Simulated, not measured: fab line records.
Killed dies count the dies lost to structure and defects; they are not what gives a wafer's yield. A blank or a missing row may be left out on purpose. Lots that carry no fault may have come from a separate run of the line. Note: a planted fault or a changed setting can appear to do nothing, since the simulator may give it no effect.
Which of the tools did it? | flow gf180mcu | 11 lots, 33 wafers sampled, at 6 steps of a route of 602

## WHAT THE GAUGES READ, wafer by wafer
GF_VT_IMPLANT_OVL_MEAS_07. Usual: VT_IMPLANT_OVL typically reads 0.9 nm, with standard deviation 1.2.
lot  | measured     | on         | VT_IMPLANT_OVL (nm) | flag
L715 | day 8 05:02  | overlay-01 | 2.5 1.9 2.3         |
L716 | day 8 11:07  | overlay-01 | 1.6 1.0 0.0         |
L717 | day 8 16:41  | overlay-01 | 1.8 2.5 2.0         |
L718 | day 8 23:19  | overlay-02 | -0.1 -1.3 -0.4      |
L719 | day 9 05:41  | overlay-02 | 0.7 1.7 1.4         |
L722 | day 10 02:44 | overlay-01 | 4.3 3.3 2.1         |
L723 | day 10 05:52 | overlay-01 | 2.1 0.6 0.9         |
L724 | day 10 12:16 | overlay-02 | 3.5 2.3 2.3         |
L726 | day 11 13:10 | overlay-01 | 0.4 1.0 -1.0        |
L727 | day 11 13:57 | overlay-02 | 0.1 0.2 -0.1        |
L728 | day 11 17:24 | overlay-01 | -0.2 1.1 0.3        |

GF_VT_IMPLANT_TW_MEAS_21. Usual: VT_IMPLANT_2_TW typically reads 1224, with standard deviation 11.
lot  | measured     | on            | VT_IMPLANT_2_TW | flag
L715 | day 8 22:39  | film metro-01 | 1213 1218 1213  |
L716 | day 9 04:10  | film metro-01 | 30 30 30        | OFF
L717 | day 9 10:11  | film metro-04 | 30 30 30        | OFF
L718 | day 9 17:22  | film metro-04 | 30 30 30        | OFF
L719 | day 10 00:02 | film metro-04 | 1244 1238 1241  |
L722 | day 10 20:53 | film metro-04 | 1232 1236 1233  |
L723 | day 11 00:16 | film metro-04 | 1224 1229 1236  |
L724 | day 11 06:46 | film metro-04 | 1224 1232 1230  |
L726 | day 12 09:01 | film metro-02 | 1207 1193 1197  |
L727 | day 12 09:37 | film metro-01 | 1223 1224 1226  |
L728 | day 12 12:47 | film metro-04 | 1232 1228 1222  |

GF_NSD_OVL_MEAS_08. Usual: NSD_OVL typically reads -0.1 nm, with standard deviation 1.4.
lot  | measured     | on         | NSD_OVL (nm)   | flag
L715 | day 17 01:30 | overlay-02 | -1.1 -0.9 -1.5 |
L719 | day 18 07:29 | overlay-01 | 1.0 2.3 1.8    |
L722 | day 19 10:44 | overlay-02 | -0.9 -1.1 -2.5 |
L723 | day 19 13:13 | overlay-01 | 0.5 0.4 -0.7   |
L724 | day 19 16:57 | overlay-02 | -1.1 -0.4 -1.8 |
L726 | day 21 06:41 | overlay-02 | -2.2 -1.6 -1.7 |
L727 | day 21 10:17 | overlay-02 | -1.3 -1.4 -1.6 |
L728 | day 21 12:47 | overlay-01 | -1.5 -1.1 -1.7 |

## TOOL THAT RAN EACH LOT (tool first, then ch and the chambers of the sampled wafers, then the start)
lot  | GF_VT_IMPLANT_STRIP_09               | GF_VT_IMPLANT_STRIP_20               | GF_HV_LDD_ETCHBACK_58
L715 | plasma asher-01 ch 0,1, day 8 05:13  | plasma asher-01 ch 0,1, day 8 22:32  | rie diel-01 ch 0,1, day 16 02:40
L716 | plasma asher-04 ch 0, day 8 11:18    | plasma asher-02 ch 0,1, day 9 04:03  | -
L717 | plasma asher-04 ch 0,1, day 8 16:52  | plasma asher-04 ch 0,1, day 9 10:05  | -
L718 | plasma asher-01 ch 0,1, day 8 23:29  | plasma asher-04 ch 1, day 9 17:15    | -
L719 | plasma asher-01 ch 0,1, day 9 05:53  | plasma asher-04 ch 0,1, day 9 23:56  | rie diel-02 ch 1,2,3, day 17 07:38
L722 | plasma asher-04 ch 0,1, day 10 02:56 | plasma asher-01 ch 0,1, day 10 20:47 | rie diel-02 ch 2,3, day 18 10:58
L723 | plasma asher-02 ch 0,1, day 10 06:03 | plasma asher-01 ch 0,1, day 11 00:10 | rie diel-02 ch 0,2,3, day 18 13:07
L724 | plasma asher-01 ch 0,1, day 10 12:27 | plasma asher-02 ch 0,1, day 11 06:39 | rie diel-01 ch 1,2, day 18 16:08
L726 | plasma asher-04 ch 0,1, day 11 13:21 | plasma asher-01 ch 0,1, day 12 08:55 | rie diel-04 ch 0,2,3, day 20 07:05
L727 | plasma asher-04 ch 0,1, day 11 14:08 | plasma asher-04 ch 0,1, day 12 09:31 | rie diel-01 ch 0,1,3, day 20 09:49
L728 | plasma asher-02 ch 0,1, day 11 17:35 | plasma asher-02 ch 0,1, day 12 12:41 | rie diel-02 ch 1,2,3, day 20 12:41
- GF_VT_IMPLANT_STRIP_09: strips in O2/N2.
- GF_VT_IMPLANT_STRIP_20: strips in O2/N2.
- GF_HV_LDD_ETCHBACK_58: etches Si3N4 in CH3F/O2, stops on SiO2, time 100 s, target depth 90 nm.

## AS READ BY THE TOOLS THEMSELVES (means over the sampled wafers that have a number; for cases with no such wafer, the mark the record gives instead)
GF_VT_IMPLANT_STRIP_09. Usual: chamber pressure mTorr 1499.9 mTorr, standard deviation 1.4; drypump motor current A 5.9 A, standard deviation 0.35; heater power w 336 W, standard deviation 31; oes product au 0.715 a.u., standard deviation 0.0044; strip time to endpoint s 12.63 s, standard deviation 0.031.
lot  | tool            | chamber pressure mTorr (mTorr) | drypump motor current A (A) | heater power w (W) | oes product au (a.u.) | strip time to endpoint s (s) | flag
L715 | plasma asher-01 | 1500.4                         | 6.0                         | 362                | 0.717                 | 12.62                        |
L716 | plasma asher-04 | -                              | -                           | -                  | -                     | -                            | OFF
L717 | plasma asher-04 | -                              | -                           | -                  | -                     | -                            | OFF
L718 | plasma asher-01 | -                              | -                           | -                  | -                     | -                            | OFF
L719 | plasma asher-01 | 1499.6                         | 6.0                         | 364                | 0.720                 | 12.62                        |
L722 | plasma asher-04 | 1498.8                         | 5.7                         | 296                | 0.716                 | 12.64                        |
L723 | plasma asher-02 | 1500.7                         | 5.9                         | 331                | 0.719                 | 12.66                        |
L724 | plasma asher-01 | 1499.3                         | 5.9                         | 374                | 0.713                 | 12.62                        |
L726 | plasma asher-04 | 1498.9                         | 6.0                         | 306                | 0.716                 | 12.61                        |
L727 | plasma asher-04 | 1500.9                         | 5.6                         | 292                | 0.715                 | 12.65                        |
L728 | plasma asher-02 | 1501.6                         | 5.9                         | 328                | 0.719                 | 12.57                        |

GF_VT_IMPLANT_STRIP_20. Usual: chamber pressure mTorr 1500.0 mTorr, standard deviation 1.3; drypump motor current A 5.9 A, standard deviation 0.41; heater power w 331 W, standard deviation 34; oes product au 0.716 a.u., standard deviation 0.0049; strip time to endpoint s 12.62 s, standard deviation 0.038.
lot  | tool            | chamber pressure mTorr (mTorr) | drypump motor current A (A) | heater power w (W) | oes product au (a.u.) | strip time to endpoint s (s) | flag
L715 | plasma asher-01 | 1499.0                         | 5.9                         | 372                | 0.713                 | 12.66                        |
L716 | plasma asher-02 | 1500.7                         | 6.0                         | 334                | 0.717                 | 27.65                        | OFF
L717 | plasma asher-04 | 1500.1                         | 5.7                         | 297                | 0.717                 | 27.64                        | OFF
L718 | plasma asher-04 | 1500.3                         | 5.2                         | 286                | 0.722                 | 27.58                        | OFF
L719 | plasma asher-04 | 1500.0                         | 5.6                         | 296                | 0.714                 | 12.62                        |
L722 | plasma asher-01 | 1499.4                         | 5.9                         | 375                | 0.717                 | 12.57                        |
L723 | plasma asher-01 | 1500.0                         | 5.9                         | 373                | 0.716                 | 12.62                        |
L724 | plasma asher-02 | 1499.8                         | 6.0                         | 340                | 0.719                 | 12.60                        |
L726 | plasma asher-01 | 1499.9                         | 6.0                         | 360                | 0.714                 | 12.58                        |
L727 | plasma asher-04 | 1499.8                         | 6.0                         | 298                | 0.720                 | 12.62                        |
L728 | plasma asher-02 | 1500.9                         | 6.0                         | 337                | 0.715                 | 12.64                        |

GF_HV_LDD_ETCHBACK_58. Usual: drypump motor current A 6.1 A, standard deviation 0.35; oes product au 0.844 a.u., standard deviation 0.0056; rf fwd power W 397.9 W, standard deviation 1.2; throttle valve pct 10.562 %, standard deviation 0.0096.
lot  | tool        | drypump motor current A (A) | oes product au (a.u.) | rf fwd power W (W) | throttle valve pct (%) | flag
L715 | rie diel-01 | 6.6                         | 0.838                 | 399.7              | 10.562                 |
L719 | rie diel-02 | 6.0                         | 0.842                 | 397.5              | 10.570                 |
L722 | rie diel-02 | 6.2                         | 0.840                 | 399.4              | 10.558                 |
L723 | rie diel-02 | 6.1                         | 0.847                 | 396.9              | 10.562                 |
L724 | rie diel-01 | 6.3                         | 0.845                 | 397.7              | 10.554                 |
L726 | rie diel-04 | 6.3                         | 0.837                 | 398.9              | 10.549                 |
L727 | rie diel-01 | 6.2                         | 0.844                 | 399.1              | 10.554                 |
L728 | rie diel-02 | 6.0                         | 0.841                 | 398.5              | 10.560                 |

## THE ANSWER, worked out from the rows above alone
Rule: take the mean of a lot's wafers that have a number; if it is more than 3 standard deviations from the usual mean, the lot is off. A lot without any number at a reading at which 4 lots or more have one is off too. Any other lot the step has rows for is counted as sound. The gauges are gone through in route order, then the tools' own readings, and for those a lot's mean is taken as printed above. At the first step where some lot is off, the reading lying furthest off is the one used; lots without a number count as furthest.
Off: L716, L717, L718, at GF_VT_IMPLANT_TW_MEAS_21 (VT_IMPLANT_2_TW).
If a tool, at a process step before that reading, ran all the lots that are off and no sound lot after the first of them, it fits. The gauges at GF_VT_IMPLANT_TW_MEAS_21 aren't tried: what is off there is off at GF_VT_IMPLANT_STRIP_09 too, on other tools, and a gauge's error can't cause that. No candidate that was tried fits.

## WHAT WAS PUT IN BY THE SIMULATOR
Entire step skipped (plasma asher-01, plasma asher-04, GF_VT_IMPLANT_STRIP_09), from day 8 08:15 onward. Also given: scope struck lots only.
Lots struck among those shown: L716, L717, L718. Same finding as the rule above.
